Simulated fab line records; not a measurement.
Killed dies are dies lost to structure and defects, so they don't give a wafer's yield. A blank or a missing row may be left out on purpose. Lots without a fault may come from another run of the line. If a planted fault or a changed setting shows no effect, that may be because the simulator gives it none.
Split-lot trial / flow sfq_line / 23 wafers read across 5 lots, on a route 325 steps long

== ON THE SPLIT ==
At SFQ_TRILAYER_M3_DEP_SPUTTER_073 (material Nb, target thk 200 nm, time 133.3 s), the setting time_s was moved away from the recipe's 133.3 s on 9 of the 23 wafers read, by -9.7% to +12.3%. For the rest of the wafers, this setting stayed at what the recipe calls for.

== FROM THE SPLIT TO THE READING: what the file shows between them, 2 steps ==
- SFQ_M3_RS_MEAS_919: measures by four-point-probe
- SFQ_TRILAYER_M3_LITHO_COAT_075: resist thk 600 nm (also split here: spin_rpm)

== THE READING ==
oes_product_au, in a.u., at SFQ_TRILAYER_M3_ETCH_METAL_ETCH_078 (etches Nb in Cl2/Ar, stops on SiO2, target depth 240 nm, time 120 s). Fault-free wafers of this fab line usually give 0.894 a.u., standard deviation 0.0062 a.u.

wafer=L074.1; tool, chamber at the split=pvd_sputter-06, -; time_s as run, s=133.3; against the recipe=recipe; oes_product_au, a.u.=0.889; against lot-mates on the recipe=-
wafer=L074.2; tool, chamber at the split=pvd_sputter-06, -; time_s as run, s=133.3; against the recipe=recipe; oes_product_au, a.u.=0.889; against lot-mates on the recipe=-
wafer=L074.3; tool, chamber at the split=pvd_sputter-06, -; time_s as run, s=133.3; against the recipe=recipe; oes_product_au, a.u.=0.895; against lot-mates on the recipe=-
wafer=L074.4; tool, chamber at the split=pvd_sputter-06, -; time_s as run, s=125.8; against the recipe=-5.6%; oes_product_au, a.u.=0.876; against lot-mates on the recipe=-0.015
wafer=L074.5; tool, chamber at the split=pvd_sputter-06, -; time_s as run, s=125.8; against the recipe=-5.6%; oes_product_au, a.u.=0.862; against lot-mates on the recipe=-0.029
wafer=L077.1; tool, chamber at the split=pvd_sputter-03, -; time_s as run, s=133.3; against the recipe=recipe; oes_product_au, a.u.=0.904; against lot-mates on the recipe=-
wafer=L077.4; tool, chamber at the split=pvd_sputter-03, -; time_s as run, s=133.3; against the recipe=recipe; oes_product_au, a.u.=0.903; against lot-mates on the recipe=-
wafer=L077.5; tool, chamber at the split=pvd_sputter-03, -; time_s as run, s=133.3; against the recipe=recipe; oes_product_au, a.u.=0.903; against lot-mates on the recipe=-
wafer=L082.1; tool, chamber at the split=pvd_sputter-05, -; time_s as run, s=133.3; against the recipe=recipe; oes_product_au, a.u.=0.893; against lot-mates on the recipe=-
wafer=L082.2; tool, chamber at the split=pvd_sputter-05, -; time_s as run, s=123.8; against the recipe=-7.1%; oes_product_au, a.u.=0.850; against lot-mates on the recipe=-0.041
wafer=L082.3; tool, chamber at the split=pvd_sputter-05, -; time_s as run, s=123.8; against the recipe=-7.1%; oes_product_au, a.u.=0.852; against lot-mates on the recipe=-0.039
wafer=L082.4; tool, chamber at the split=pvd_sputter-05, -; time_s as run, s=133.3; against the recipe=recipe; oes_product_au, a.u.=0.885; against lot-mates on the recipe=-
wafer=L082.5; tool, chamber at the split=pvd_sputter-05, -; time_s as run, s=133.3; against the recipe=recipe; oes_product_au, a.u.=0.895; against lot-mates on the recipe=-
wafer=L084.1; tool, chamber at the split=pvd_sputter-06, -; time_s as run, s=133.3; against the recipe=recipe; oes_product_au, a.u.=0.884; against lot-mates on the recipe=-
wafer=L084.3; tool, chamber at the split=pvd_sputter-06, -; time_s as run, s=149.7; against the recipe=+12.3%; oes_product_au, a.u.=0.951; against lot-mates on the recipe=+0.068
wafer=L084.4; tool, chamber at the split=pvd_sputter-06, -; time_s as run, s=149.7; against the recipe=+12.3%; oes_product_au, a.u.=0.955; against lot-mates on the recipe=+0.072
wafer=L084.5; tool, chamber at the split=pvd_sputter-06, -; time_s as run, s=149.7; against the recipe=+12.3%; oes_product_au, a.u.=0.949; against lot-mates on the recipe=+0.066
wafer=L084.6; tool, chamber at the split=pvd_sputter-06, -; time_s as run, s=133.3; against the recipe=recipe; oes_product_au, a.u.=0.882; against lot-mates on the recipe=-
wafer=L085.1; tool, chamber at the split=pvd_sputter-05, -; time_s as run, s=133.3; against the recipe=recipe; oes_product_au, a.u.=0.899; against lot-mates on the recipe=-
wafer=L085.2; tool, chamber at the split=pvd_sputter-05, -; time_s as run, s=120.4; against the recipe=-9.7%; oes_product_au, a.u.=0.844; against lot-mates on the recipe=-0.056
wafer=L085.3; tool, chamber at the split=pvd_sputter-05, -; time_s as run, s=133.3; against the recipe=recipe; oes_product_au, a.u.=0.895; against lot-mates on the recipe=-
wafer=L085.4; tool, chamber at the split=pvd_sputter-05, -; time_s as run, s=133.3; against the recipe=recipe; oes_product_au, a.u.=0.905; against lot-mates on the recipe=-
wafer=L085.6; tool, chamber at the split=pvd_sputter-05, -; time_s as run, s=120.4; against the recipe=-9.7%; oes_product_au, a.u.=0.852; against lot-mates on the recipe=-0.048

FIT RESULTS
A straight line over all 23 wafers: oes_product_au changes by +0.00485 a.u. for each +1% of time_s; r = +0.97; the points scatter about the line by 0.0072 a.u.
The same after taking each lot's own level away (the mean of its wafers on the recipe; 23 wafers): +0.00541 a.u. for each +1%; r = +0.99; scatter 0.0045 a.u.
On that fit, the largest move of time_s shifts the reading by 0.067 a.u.
From 0.8830 to 0.9033 a.u.: that is the span of the lots' own levels, equal to 3.3 times the standard deviation above.
So the slope is not independent of the lot-to-lot level: the two fits are not the same.
Check: for one of the wafers moved furthest among these (+12.3%), held out of the fit, the line's prediction against its lot-mates is +0.0673 a.u. It came out at +0.068 a.u. against them.

== THESE WAFERS: OTHER SPLITS ==
Note: prior to the reading, these wafers also went through further splits. Each is held against what the fit with the lots' levels taken away leaves over:
other split on the same wafers=SFQ_TRILAYER_M1_LITHO_EXPOSE_040 dose_mj; wafers away from the commonest value=5; r with oes_product_au (lot level and that fit taken away)=+0.02
other split on the same wafers=SFQ_TRILAYER_I1_CMP_CMP_046 leave_above_ref_nm; wafers away from the commonest value=10; r with oes_product_au (lot level and that fit taken away)=+0.25
other split on the same wafers=SFQ_TRILAYER_I1_VIA_BARC_OPEN_VIA_ETCH_071 bias_w; wafers away from the commonest value=5; r with oes_product_au (lot level and that fit taken away)=-0.05
other split on the same wafers=SFQ_TRILAYER_M2_LITHO_EXPOSE_058 dose_mj; wafers away from the commonest value=9; r with oes_product_au (lot level and that fit taken away)=+0.25
other split on the same wafers=SFQ_TRILAYER_I2_CMP_CMP_064 down_force_psi; wafers away from the commonest value=9; r with oes_product_au (lot level and that fit taken away)=+0.32
other split on the same wafers=SFQ_TRILAYER_M3_LITHO_COAT_075 spin_rpm; wafers away from the commonest value=8; r with oes_product_au (lot level and that fit taken away)=+0.02

== THE WHOLE CHAIN: every reading that the file lists as answering this split, in the file's order ==
step=SFQ_TRILAYER_M3_DEP_SPUTTER_073; what it does=material Nb, target thk 200 nm, time 133.3 s; reading=Nb_of_TRILAYER_M3_DEP_SPUTTER_073.thk_nm (the simulator's own value, which no gauge read); change (the file's fit)=+2.06 nm for each +1% of the setting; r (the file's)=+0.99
step=SFQ_M3_RS_MEAS_919; what it does=measures by four-point-probe; reading=M3_NB_RS; change (the file's fit)=-0.00942 for each +1% of the setting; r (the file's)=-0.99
step=SFQ_TRILAYER_M3_ETCH_METAL_ETCH_078; what it does=etches Nb in Cl2/Ar, stops on SiO2, target depth 240 nm, time 120 s; reading=oes_product_au; change (the file's fit)=+0.00535 a.u. for each +1% of the setting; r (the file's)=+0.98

== FILE'S OWN FIT ==
oes_product_au changes by +0.00535 a.u. for each +1% of time_s, r = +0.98.
